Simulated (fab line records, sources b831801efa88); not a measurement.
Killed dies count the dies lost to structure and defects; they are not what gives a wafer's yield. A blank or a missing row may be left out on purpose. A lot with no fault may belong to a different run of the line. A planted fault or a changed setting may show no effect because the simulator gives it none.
A struck lot beside a sound one	flow sky130	15 out of 708 route steps
Sound: these wafers, L812.2, L812.5, L812.6. Wafers struck: L831.1, L831.3, L831.5. Last of all comes the cause.
Order at every step that has rows: each side's tool, ch and its chambers, its first start. Under that, the readings that differ: sound wafers	struck wafers	difference of the means	sigmas: that difference in standard deviations of wafers without a fault.
alike: words and numbers the same on both sides, and readings whose means are apart by under 2 such deviations; not compared: readings that were withheld, readings missing a value for some wafer, numbers with overlapping values and no deviation given by the record, and bounds like >300 which may hide the same value.
A row with sigmas, a row that says differs or no value, or rows on one side alone: a step with any of these is where the two part. Non-overlapping numbers with no deviation appear without sigmas and do not part them. A reading missing from all wafers of one side parts the sides only when that side holds two or more wafers.

SKY_LDD_HVP_TW_MEAS_10:
  struck on filmMetro-03, day 30 08:23; sound on filmMetro-02, day 22 09:36
  alike: LDD_HVP_TW
then, 7 steps without rows for these wafers: SKY_LDD_LDN_DEHYDRATE_00 (time 60 s); SKY_LDD_LDN_HMDS_01 (prime time 60 s); SKY_LDD_LDN_COAT_02 (resist thk 1140 nm); SKY_LDD_LDN_SOFTBAKE_03 (time 60 s); SKY_LDD_LDN_EXPOSE_04 (exposes mask LDNTM, target cd 700 nm); SKY_LDD_LDN_PEB_05; SKY_LDD_LDN_DEVELOP_06 (develop time 60 s).
SKY_LDD_LDN_OVL_MEAS_07:
  struck on overlay-02, day 31 11:58; sound on overlay-02, day 23 15:46
  alike: LDD_LDN_OVL
then, 3 steps without rows for these wafers: SKY_LDD_LDN_IMPLANT_08; SKY_LDD_LDN_IMPLANT_09; SKY_LDD_LDN_IMPLANT_10.
SKY_LDD_LDN_IMPLANT_11:
  sound on implanter-02 ch 0, day 23 16:16; struck on implanter-03 ch 0, day 31 12:26
reading	sound	struck	difference	sigmas
beamEnergyKeV	14.996 14.993 15.000	14.324 14.327 14.323	-0.672	-99 or more
model.implant.drpNm (nm)	5.933 5.933 5.933	5.748 5.748 5.748	-0.185	
SKY_LDD_LDN_STRIP_12: strips in O2/N2.
  sound on plasmaAsher-04 ch 0,1, day 23 16:23; struck on plasmaAsher-03 ch 0,1, day 31 12:35
  alike: drypumpMotorCurrentA, oesProductAu, stripTimeToEndpointS
  not compared: rfHoursCounterH
then, 1 step without rows for these wafers: SKY_PAD_OPEN_PROBE_99.

WHERE THEY PART
SKY_LDD_LDN_IMPLANT_11 only, going by this record. Later steps at which nothing parts them and some readings are alike: SKY_LDD_LDN_STRIP_12.

WHY: whatever the simulator had introduced
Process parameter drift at SKY_LDD_LDN_IMPLANT_11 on implanter-03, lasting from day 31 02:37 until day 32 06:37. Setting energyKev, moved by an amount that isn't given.
